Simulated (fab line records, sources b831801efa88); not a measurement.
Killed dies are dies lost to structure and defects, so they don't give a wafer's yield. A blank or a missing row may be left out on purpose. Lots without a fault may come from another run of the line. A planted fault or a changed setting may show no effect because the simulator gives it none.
A struck lot beside a sound one | flow sfq_line | 42 steps out of a route of 325
Sound: wafers L474.1, L474.2, L474.5. Struck: wafer L479.4. (L479.6 of the same lot was not struck and is left out.) The cause comes at the end.
At each step with rows: each side's tool, then ch and its chambers, then its first start. Under that, the readings that differ: sound wafers | struck wafers | difference of the means | sigmas: that difference in standard deviations of wafers without a fault.
alike: readings whose means differ by less than 2 such deviations, and words and numbers that are the same on both sides. not compared: withheld readings, readings that some wafer has no value for, bounds like >300 that may hide the same value, and numbers for which the record gives no deviation and whose values overlap.
The two part at a step that has a row with sigmas, a row that says differs or no value, or rows on one side only. Numbers that don't overlap but have no deviation are shown without sigmas and don't part them. A reading that every wafer of one side lacks parts them only if that side has two wafers or more.

first, 6 steps without rows for these wafers: SFQ_TRILAYER_I0_VIA_LITHO_COAT_036 (resist thk 62 nm); SFQ_TRILAYER_I0_VIA_LITHO_COAT_031 (resist thk 650 nm); SFQ_TRILAYER_I0_VIA_LITHO_SOFTBAKE_035; SFQ_TRILAYER_I0_VIA_LITHO_EXPOSE_032 (exposes mask I0, target cd 500 nm); SFQ_TRILAYER_I0_VIA_LITHO_PEB_034 (peb time 60 s); SFQ_TRILAYER_I0_VIA_LITHO_DEVELOP_033 (time 60 s).
SFQ_I0_OVL_MEAS_908:
  sound on overlay-02, day 10 03:17; struck on overlay-02, day 11 10:32
  reading     | sound    | struck | difference | sigmas
  I0_OVL (nm) | -6 -9 -1 | -17    | -12        | -2
then, 1 step without rows for these wafers: SFQ_TRILAYER_I0_VIA_BARC_OPEN_VIA_ETCH_046 (etches BARC in O2, target depth 125 nm, time 41.7 s).
SFQ_TRILAYER_I0_VIA_ETCH_VIA_ETCH_034: etches SiO2 in CHF3, stops on Nb, target depth 260 nm.
  sound on rie_diel-03 ch 0,1,2, day 10 03:22; struck on rie_diel-04 ch 0, day 11 10:39
  reading                     | sound       | struck | difference | sigmas
  drypump_motor_current_A (A) | 5.7 5.8 6.2 | 5.0    | -0.9       | -3
  alike: oes_product_au
SFQ_TRILAYER_I0_VIA_STRIP_STRIP_035: strips in O2.
  sound on rie_metal-02 ch 0,1, day 10 03:28; struck on rie_metal-02 ch 1, day 11 10:55
  alike: drypump_motor_current_A, oes_product_au
  not compared: rf_hours_counter_h
then, 2 steps without rows for these wafers: SFQ_TRILAYER_I0_VIA_STRIP_SOLV_CLEAN_036 (cleans in NMP, time 600 s); SFQ_TRILAYER_M1_DEP_PRE_CLEAN_038 (time 22.5 s).
SFQ_TRILAYER_M1_DEP_SPUTTER_037: material Nb, target thk 200 nm, time 133.3 s.
  sound on pvd_sputter-03, day 10 04:17; struck on pvd_sputter-04, day 11 11:32
  reading                                             | sound           | struck | difference | sigmas
  model.Nb_of_TRILAYER_M1_DEP_SPUTTER_037.thk_nm (nm) | 197.2 197 197.4 | 120.4  | -76.8      |
  alike: throttle_valve_pct
SFQ_M1_RS_MEAS_909: measures by four-point-probe.
  sound on film_metro-04, day 10 05:22; struck on film_metro-04, day 11 12:32
  reading           | sound             | struck | difference | sigmas
  M1_NB_RS (ohm/sq) | 0.904 0.905 0.903 | 1.489  | +0.585     | +53
then, 6 steps without rows for these wafers: SFQ_TRILAYER_M1_LITHO_COAT_044 (resist thk 62 nm); SFQ_TRILAYER_M1_LITHO_COAT_039 (resist thk 600 nm); SFQ_TRILAYER_M1_LITHO_SOFTBAKE_043; SFQ_TRILAYER_M1_LITHO_EXPOSE_040 (exposes mask M1, target cd 500 nm); SFQ_TRILAYER_M1_LITHO_PEB_042 (peb time 60 s); SFQ_TRILAYER_M1_LITHO_DEVELOP_041 (time 60 s).
-- the record jumps here: 4 days lie between the struck wafers' starts before and after --
SFQ_M1_OVL_MEAS_911:
  sound on overlay-02, day 13 17:56; struck on overlay-02, day 15 10:43
  reading     | sound | struck | difference | sigmas
  M1_OVL (nm) | 7 7 5 | -8     | -14        | -3
SFQ_TRILAYER_M1_BARC_OPEN_METAL_ETCH_054: etches BARC in O2, target depth 125 nm, time 41.7 s.
  sound on rie_metal-04 ch 0,1, day 13 17:59; struck on rie_metal-02 ch 0, day 15 10:46
  alike: drypump_motor_current_A, oes_product_au
  not compared: rf_hours_counter_h
SFQ_TRILAYER_M1_ETCH_METAL_ETCH_042: etches Nb in Cl2/Ar, stops on SiO2, target depth 240 nm, time 120 s.
  sound on rie_metal-04 ch 0,1, day 13 18:02; struck on rie_metal-02 ch 0, day 15 10:50
  reading               | sound             | struck | difference | sigmas
  oes_product_au (a.u.) | 0.880 0.888 0.888 | 0.687  | -0.198     | -28
  alike: drypump_motor_current_A
  not compared: rf_hours_counter_h
then, 3 steps without rows for these wafers: SFQ_TRILAYER_M1_STRIP_STRIP_043 (strips in O2); SFQ_TRILAYER_M1_STRIP_SOLV_CLEAN_044 (cleans in NMP, time 600 s); SFQ_TRILAYER_I1_DEP_PECVD_045 (deposits SiO2 from SiH4/N2O, time 111.11 s, target thk 500 nm).
SFQ_TRILAYER_I1_CMP_CMP_046: polishes SiO2.
  sound on cmp-02 ch 0,3, day 13 21:11; struck on cmp-01 ch 0, day 15 14:22
  reading                | sound       | struck | difference | sigmas
  time_to_endpoint_s (s) | 190 197 193 | 228    | +35        | +3
  alike: edge_zone_pressure_frac, motor_current_A
SFQ_I1_BOW_MEAS_912:
  sound on film_metro-03, day 14 00:11; struck on film_metro-01, day 15 16:26
  alike: I1_BOW
then, 7 steps without rows for these wafers: SFQ_TRILAYER_I1_METRO_MEASURE_047; SFQ_TRILAYER_I1_VIA_LITHO_COAT_054 (resist thk 62 nm); SFQ_TRILAYER_I1_VIA_LITHO_COAT_049 (resist thk 650 nm); SFQ_TRILAYER_I1_VIA_LITHO_SOFTBAKE_053; SFQ_TRILAYER_I1_VIA_LITHO_EXPOSE_050 (exposes mask I1, target cd 500 nm); SFQ_TRILAYER_I1_VIA_LITHO_PEB_052 (peb time 60 s); SFQ_TRILAYER_I1_VIA_LITHO_DEVELOP_051 (time 60 s).
-- the record jumps here: 5 days lie between the struck wafers' starts before and after --
SFQ_I1_OVL_MEAS_913:
  sound on overlay-02, day 18 12:44; struck on overlay-02, day 20 12:33
  alike: I1_OVL
then, 1 step without rows for these wafers: SFQ_TRILAYER_I1_VIA_BARC_OPEN_VIA_ETCH_071 (etches BARC in O2, target depth 125 nm, time 41.7 s).
SFQ_TRILAYER_I1_VIA_ETCH_VIA_ETCH_052: etches SiO2 in CHF3, stops on Nb, target depth 260 nm.
  sound on rie_diel-04 ch 2,3, day 18 12:49; struck on rie_diel-01 ch 1, day 20 12:37
  alike: drypump_motor_current_A, oes_product_au
then, 3 steps without rows for these wafers: SFQ_TRILAYER_I1_VIA_STRIP_STRIP_053 (strips in O2); SFQ_TRILAYER_I1_VIA_STRIP_SOLV_CLEAN_054 (cleans in NMP, time 600 s); SFQ_TRILAYER_M2_DEP_PRE_CLEAN_056 (time 22.5 s).
-- the record jumps here: 67 days lie between the struck wafers' starts before and after --
SFQ_M8_BOW_MEAS_951:
  sound on film_metro-01, day 86 08:02; struck on film_metro-01, day 87 01:23
  reading                 | sound                | struck | difference | sigmas
  model.etest.m1.ohm_um   | 1.811 1.812 1.809    | 2.924  | +1.113     |
  model.etest.i0.link_ohm | 1.97 1.98 1.979      | 2.671  | +0.695     |
  model.etest.i1.link_ohm | 1.982 1.974 1.976    | 2.566  | +0.589     |
  model.etest.m1.ohm_sq   | 0.9023 0.9031 0.9016 | 1.478  | +0.576     |
  alike: M8_BOW

WHERE THEY PART
First at SFQ_I0_OVL_MEAS_908; last, within this record, at SFQ_TRILAYER_I1_CMP_CMP_046. Later steps at which nothing parts them and some readings are alike: SFQ_I1_BOW_MEAS_912, SFQ_I1_OVL_MEAS_913, SFQ_TRILAYER_I1_VIA_ETCH_VIA_ETCH_052, SFQ_M8_BOW_MEAS_951.

WHY: what the simulator had put in
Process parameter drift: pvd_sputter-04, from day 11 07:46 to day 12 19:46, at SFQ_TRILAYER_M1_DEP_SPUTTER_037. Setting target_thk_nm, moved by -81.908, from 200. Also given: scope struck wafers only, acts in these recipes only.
